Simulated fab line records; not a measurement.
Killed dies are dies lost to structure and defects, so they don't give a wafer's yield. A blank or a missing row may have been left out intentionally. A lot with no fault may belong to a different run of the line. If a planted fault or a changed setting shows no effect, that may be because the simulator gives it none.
Check for tools in common :: flow sky130 :: Sample size 12 lots and 36 wafers

## WHY IT WAS OPENED
Of 12 lots, 3 have the reading LDD_LDN_TW flagged at SKY_LDD_LDN_TW_MEAS_13. Fault-free wafers read 1478, with a standard deviation of 9.5.
Rule: a lot is flagged in two cases, either no wafer of it has a number, or all its wafers with numbers fall more than 4 standard deviations from that mean. The other lots count as sound.

lot: L507
measured: day 22 21:51
on: filmMetro-01
LDD_LDN_TW, wafer by wafer: 1469 1468 1473
flag: 

lot: L509
measured: day 23 10:29
on: filmMetro-01
LDD_LDN_TW, wafer by wafer: 1481 1483 1470
flag: 

lot: L508
measured: day 23 10:41
on: filmMetro-03
LDD_LDN_TW, wafer by wafer: 1494 1489 1499
flag: 

lot: L514
measured: day 25 17:12
on: filmMetro-03
LDD_LDN_TW, wafer by wafer: 1486 1488 1491
flag: 

lot: L515
measured: day 26 03:32
on: filmMetro-01
LDD_LDN_TW, wafer by wafer: 1492 1488 1489
flag: 

lot: L516
measured: day 26 04:07
on: filmMetro-03
LDD_LDN_TW, wafer by wafer: 1481 1483 1486
flag: 

lot: L523
measured: day 28 06:35
on: filmMetro-01
LDD_LDN_TW, wafer by wafer: 1394 1394 1395
flag: FLAGGED

lot: L525
measured: day 29 04:03
on: filmMetro-03
LDD_LDN_TW, wafer by wafer: 1410 1413 1422
flag: FLAGGED

lot: L526
measured: day 29 08:40
on: filmMetro-04
LDD_LDN_TW, wafer by wafer: 1390 1386 1398
flag: FLAGGED

lot: L527
measured: day 29 18:04
on: filmMetro-01
LDD_LDN_TW, wafer by wafer: 1476 1475 1476
flag: 

lot: L528
measured: day 30 06:49
on: filmMetro-01
LDD_LDN_TW, wafer by wafer: 1478 1481 1484
flag: 

lot: L530
measured: day 31 06:34
on: filmMetro-04
LDD_LDN_TW, wafer by wafer: 1455 1465 1457
flag: 
On average the flagged lots' numbers are 1400, which is -78 against the usual, or -8 standard deviations.

## TOOL THAT RAN EACH LOT
Before the reading, the record contains 2 process steps out of a 708-step route. Every cell lists first the tool, next ch and the chambers used by the sampled wafers, and last the start.
lot: L507
flag: 
SKY_VT_ADJUST_HVTR_STRIP_10: plasmaAsher-03 ch 0,1, day 9 08:20
SKY_LDD_LDN_IMPLANT_11: implanter-03 ch 0, day 22 21:38

lot: L509
flag: 
SKY_VT_ADJUST_HVTR_STRIP_10: plasmaAsher-02 ch 0,1, day 9 21:31
SKY_LDD_LDN_IMPLANT_11: implanter-01 ch 0, day 23 10:14

lot: L508
flag: 
SKY_VT_ADJUST_HVTR_STRIP_10: plasmaAsher-04 ch 0,1, day 9 15:31
SKY_LDD_LDN_IMPLANT_11: implanter-04 ch 0, day 23 10:26

lot: L514
flag: 
SKY_VT_ADJUST_HVTR_STRIP_10: plasmaAsher-04 ch 0,1, day 11 16:55
SKY_LDD_LDN_IMPLANT_11: implanter-03 ch 0, day 25 16:58

lot: L515
flag: 
SKY_VT_ADJUST_HVTR_STRIP_10: plasmaAsher-03 ch 0,1, day 12 01:36
SKY_LDD_LDN_IMPLANT_11: implanter-01 ch 0, day 26 03:19

lot: L516
flag: 
SKY_VT_ADJUST_HVTR_STRIP_10: plasmaAsher-04 ch 0,1, day 12 06:01
SKY_LDD_LDN_IMPLANT_11: implanter-03 ch 0, day 26 03:52

lot: L523
flag: FLAGGED
SKY_VT_ADJUST_HVTR_STRIP_10: plasmaAsher-02 ch 0,1, day 14 06:04
SKY_LDD_LDN_IMPLANT_11: implanter-01 ch 0, day 28 06:20

lot: L525
flag: FLAGGED
SKY_VT_ADJUST_HVTR_STRIP_10: plasmaAsher-03 ch 0,1, day 14 22:49
SKY_LDD_LDN_IMPLANT_11: implanter-01 ch 0, day 29 03:48

lot: L526
flag: FLAGGED
SKY_VT_ADJUST_HVTR_STRIP_10: plasmaAsher-03 ch 0,1, day 15 03:31
SKY_LDD_LDN_IMPLANT_11: implanter-01 ch 0, day 29 08:24

lot: L527
flag: 
SKY_VT_ADJUST_HVTR_STRIP_10: plasmaAsher-04 ch 0,1, day 15 16:12
SKY_LDD_LDN_IMPLANT_11: implanter-04 ch 0, day 29 17:51

lot: L528
flag: 
SKY_VT_ADJUST_HVTR_STRIP_10: plasmaAsher-03 ch 0,1, day 15 22:57
SKY_LDD_LDN_IMPLANT_11: implanter-04 ch 0, day 30 06:35

lot: L530
flag: 
SKY_VT_ADJUST_HVTR_STRIP_10: plasmaAsher-04 ch 0,1, day 16 20:25
SKY_LDD_LDN_IMPLANT_11: implanter-04 ch 0, day 31 06:19
What these steps do:
- SKY_VT_ADJUST_HVTR_STRIP_10: strips in O2/N2.
- SKY_LDD_LDN_IMPLANT_11
- SKY_LDD_LDN_TW_MEAS_13

## FLAGGED OVER TOTAL, TOOL BY TOOL (the gauges that took the reading come last)
step: SKY_VT_ADJUST_HVTR_STRIP_10
tool: plasmaAsher-02
lots run: 2
flagged: 1
share of the flagged lots: some
sound lots run after its first flagged lot: 0

step: SKY_VT_ADJUST_HVTR_STRIP_10
tool: plasmaAsher-03
lots run: 5
flagged: 2
share of the flagged lots: some
sound lots run after its first flagged lot: 1 (L528)

step: SKY_VT_ADJUST_HVTR_STRIP_10
tool: plasmaAsher-04
lots run: 5
flagged: 0
share of the flagged lots: none
sound lots run after its first flagged lot: -

step: SKY_LDD_LDN_IMPLANT_11
tool: implanter-01
lots run: 5
flagged: 3
share of the flagged lots: all
sound lots run after its first flagged lot: 0

step: SKY_LDD_LDN_IMPLANT_11
tool: implanter-03
lots run: 3
flagged: 0
share of the flagged lots: none
sound lots run after its first flagged lot: -

step: SKY_LDD_LDN_IMPLANT_11
tool: implanter-04
lots run: 4
flagged: 0
share of the flagged lots: none
sound lots run after its first flagged lot: -

step: SKY_LDD_LDN_TW_MEAS_13
tool: filmMetro-01
lots run: 6
flagged: 1
share of the flagged lots: some
sound lots run after its first flagged lot: 2 (L527,L528)

step: SKY_LDD_LDN_TW_MEAS_13
tool: filmMetro-03
lots run: 4
flagged: 1
share of the flagged lots: some
sound lots run after its first flagged lot: 0

step: SKY_LDD_LDN_TW_MEAS_13
tool: filmMetro-04
lots run: 2
flagged: 1
share of the flagged lots: some
sound lots run after its first flagged lot: 1 (L530)

## WHAT THE TABLE ALLOWS
All flagged lots share 1 row of the table, namely implanter-01 at SKY_LDD_LDN_IMPLANT_11.
- implanter-01 at SKY_LDD_LDN_IMPLANT_11 ran 5 lots, 3 of them flagged. Last sound lot L515 at day 26 03:19, first flagged lot L523 at day 28 06:20; a fault beginning in between fits. Its own readings lie more than 4 standard deviations out on every wafer of the flagged lots: doseIonsCm2, faradayCurrentUA.
Left over: one tool, implanter-01 at SKY_LDD_LDN_IMPLANT_11.

## WHAT THE SIMULATOR HAD INSERTED
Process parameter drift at SKY_LDD_LDN_IMPLANT_11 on implanter-01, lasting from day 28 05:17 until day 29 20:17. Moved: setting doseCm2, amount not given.
Lots struck among those shown: L523, L525, L526. The rule above reached the same finding.
